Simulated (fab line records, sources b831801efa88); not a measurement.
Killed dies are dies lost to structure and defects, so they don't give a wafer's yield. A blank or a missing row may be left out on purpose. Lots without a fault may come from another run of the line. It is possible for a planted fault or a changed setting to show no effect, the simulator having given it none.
Chamber matching -- flow gf180mcu -- GF_V3_ETCH_16 on rieDiel-03 has 4 sister chambers
The step etches BARC in N2/H2. 16 wafers are shown with their chamber, then 8 later ones without.

WAFERS, EACH WITH ITS CHAMBER
wafer,chamber,drypumpMotorCurrentA (A),throttleValvePct (%),oesProductAu (a.u.)
L080.1,1,5.2,13.212,0.843
L080.4,1,5.3,13.219,0.846
L080.5,2,6.1,13.214,0.862
L083.1,3,5.6,13.218,0.850
L083.2,0,5.5,13.226,0.860
L083.3,2,6.1,13.223,0.855
L082.2,3,5.6,13.212,0.863
L082.4,0,5.5,13.230,0.857
L082.6,3,5.6,13.221,0.854
L085.1,0,5.5,13.231,0.856
L085.3,1,5.3,13.237,0.861
L085.5,1,5.3,13.210,0.861
L092.1,1,5.3,13.226,0.857
L092.2,0,5.5,13.228,0.859
L092.3,3,5.6,13.225,0.857
L092.4,2,6.1,13.221,0.859

SIGNATURES, as means of the wafers listed above
reading,chamber 0,chamber 1,chamber 2,chamber 3,scatter within a chamber
drypumpMotorCurrentA,5.500,5.280,6.100,5.600,0.0258
throttleValvePct,13.22875,13.22080,13.21933,13.21900,0.00728
oesProductAu,0.85800,0.85360,0.85867,0.85600,0.00589
Rule: a wafer lies at a distance from a chamber equal to the root of the sum of squares, over the readings, of (its reading less the chamber's mean, divided by the reading's scatter). If the next closest chamber is less than 2 further off than the closest, the wafer can't be placed; otherwise it belongs to the closest. How the scatter is found: for the shown wafers, subtract from each reading the mean of its chamber, square and add these, divide the total by (wafers less chambers), then take the root.

WAFERS WITHOUT THEIR CHAMBER
wafer,drypumpMotorCurrentA (A),throttleValvePct (%),oesProductAu (a.u.)
L092.5,5.3,13.217,0.856
L092.6,6.1,13.234,0.855
L094.1,6.1,13.227,0.860
L094.5,6.1,13.221,0.859
L094.6,5.3,13.214,0.848
L095.4,5.5,13.240,0.851
L095.5,5.5,13.223,0.855
L095.6,5.6,13.241,0.861

THE CHAMBER EACH PASSED THROUGH
wafer,from the rows above,in truth
L092.5,1,1
L092.6,2,2
L094.1,2,2
L094.5,2,2
L094.6,1,1
L095.4,0,0
L095.5,0,0
L095.6,can't be placed: 3 or 0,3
7 of 8 placed correctly. These rows do not allow placing 1 (true chamber among the candidates in 1). Wrongly placed: 0.
